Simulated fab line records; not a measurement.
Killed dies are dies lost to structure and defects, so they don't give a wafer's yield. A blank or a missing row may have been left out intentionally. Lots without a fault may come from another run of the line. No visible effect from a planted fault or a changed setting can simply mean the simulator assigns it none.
A lot that was struck, set against a sound lot	flow sky130	18 steps out of a route of 708
Sound: wafers L784.1, L784.2, L784.3. Struck: wafer L792.5 (L792.1, L792.4, from the same lot, were not struck and are left out); the cause is given at the end.
Order at every step that has rows: each side's tool, ch and its chambers, its first start. Under that, the readings that differ: sound wafers	struck wafers	difference of the means	sigmas: that difference in standard deviations of wafers without a fault.
alike: readings with means less than 2 such deviations apart, plus words and numbers identical on both sides. not compared: withheld readings, readings lacking a value on some wafer, bounds such as >300 that could conceal the same value, and numbers that have no deviation in the record and whose values overlap.
Wherever a step has rows on one side only, a row that says differs or no value, or a row with sigmas, the two part there. Numbers that don't overlap but have no deviation are shown without sigmas and don't part them. Lack of a reading on every wafer of one side parts them only where that side has two or more wafers.

first, 1 step without rows for these wafers: SKY_FIELD_ISO_DEVELOP_12 (develop time 60 s).
SKY_FIELD_ISO_CD_MEAS_13: the cd target is 150 nm.
  sound on cdSem-02 at day 2 06:59; struck on cdSem-01 at day 3 22:50
  alike: cdNm
SKY_FIELD_ISO_ETCH_14: etches BARC in N2/H2, stops on SiO2, time 45.9 s, target depth 60 nm.
  sound on rieDiel-03 ch 0,2,3, day 2 07:06; struck on rieDiel-04 ch 0, day 3 22:57
reading	sound	struck	difference	sigmas
oesProductAu (a.u.)	0.851 0.859 0.851	0.843	-0.011	-2
  alike: drypumpMotorCurrentA, throttleValvePct
  not compared: rfHoursCounterH
SKY_FIELD_ISO_ETCH_15: etches the open film in CHF3/O2, stops on Si, target depth 180 nm, time 72 s.
  sound on rieDiel-03 ch 0,2,3, day 2 07:09; struck on rieDiel-04 ch 0, day 3 23:00
reading	sound	struck	difference	sigmas
throttleValvePct (%)	8.847 8.838 8.839	8.860	+0.019	+2
  alike: drypumpMotorCurrentA, oesProductAu
  not compared: rfHoursCounterH
SKY_FIELD_ISO_STRIP_16: strips in O2/N2.
  sound on plasmaAsher-04 ch 0,1, day 2 07:12; struck on plasmaAsher-04 ch 0, day 3 23:03
reading	sound	struck	difference	sigmas
stripTimeToEndpointS (s)	3.524 3.514 3.528	3.580	+0.058	+2
  alike: drypumpMotorCurrentA, oesProductAu
  not compared: rfHoursCounterH
SKY_FIELD_ISO_ETCH_17: etches Si in HBr/Cl2/O2, target depth 342 nm, time 97.7 s.
  sound on rieSi-02 ch 0,1,3, day 2 07:18; struck on rieSi-02 ch 2, day 3 23:09
  alike: drypumpMotorCurrentA, oesProductAu, throttleValvePct
  not compared: rfHoursCounterH
then, 5 steps without rows for these wafers: SKY_FIELD_ISO_WET_ETCH_18 (etches Si3N4 in H3PO4, target depth 25 nm, time 286 s); SKY_FIELD_ISO_CLEAN_19 (cleans in SC1/SC2, time 150 s); SKY_FIELD_ISO_CLEAN_20 (cleans in dHF, time 20 s); SKY_FIELD_ISO_WET_ETCH_21 (etches SiO2 in dHF, target depth 20 nm, time 400 s); SKY_FIELD_ISO_OXIDATION_22 (stabilise 600 s, purge 300 s, target thk 10 nm).
SKY_FIELD_ISO_THK_MEAS_23:
  sound on filmMetro-03 at day 2 09:32; struck on filmMetro-01 at day 4 03:52
  alike: FIELD_ISO_OXIDATION_01_THK
SKY_FIELD_ISO_CVD_24: deposits SiO2, target thk 595 nm, time 99.2 s.
  sound on hdpcvd-01 ch 0,1,2, day 2 09:35; struck on hdpcvd-02 ch 0, day 4 03:56
reading	sound	struck	difference	sigmas
model.SiO2_of_FIELD_ISO_CVD_24.thkNm (nm)	587.7 597.5 588.9	933.1	+341.7	
  alike: susceptorTempC
SKY_FIELD_ISO_THK_MEAS_25:
  sound on filmMetro-02 at day 2 09:40; struck on filmMetro-01 at day 4 04:00
reading	sound	struck	difference	sigmas
FIELD_ISO_CVD_24_THK (nm)	588 598 589	933	+341	+67
then, 1 step without rows for these wafers: SKY_FIELD_ISO_ANNEAL_26 (time 1800 s).
SKY_FIELD_ISO_CMP_27: polishes, stops on Si3N4, t overpolish 16 s, target thk 457.8 nm.
  sound on cmp-02 ch 1,2,3, day 2 11:39; struck on cmp-02 ch 2, day 4 08:07
reading	sound	struck	difference	sigmas
timeToEndpointS (s)	110 117 108	171	+59	+17
  alike: motorCurrentA, slurryFlowMlMin
then, 1 step without rows for these wafers: SKY_FIELD_ISO_WET_ETCH_28 (etches SiO2 in dHF, target depth 23.7 nm, time 47 s).
-- here the record skips 44 days between the struck wafers' starts before and after, leaving off in module FIELD_ISO and picking up in module PAD_OPEN (first step shown: number 708 of the route) --
SKY_PAD_OPEN_PROBE_99:
  sound on prober-02 at day 45 21:56; struck on prober-02 at day 48 09:29
  alike: killed_at_M0_to_M3, killed_at_M4_up, killedAtContacts, killedAtFrontEnd, killedAtOther, killedDies, killedOpen, killedShort

## WHERE THEY PART
At SKY_FIELD_ISO_ETCH_14 first; at SKY_FIELD_ISO_CMP_27 last (within this record only). Later steps at which nothing parts them and some readings are alike: SKY_PAD_OPEN_PROBE_99.

WHY: the cause the simulator had injected
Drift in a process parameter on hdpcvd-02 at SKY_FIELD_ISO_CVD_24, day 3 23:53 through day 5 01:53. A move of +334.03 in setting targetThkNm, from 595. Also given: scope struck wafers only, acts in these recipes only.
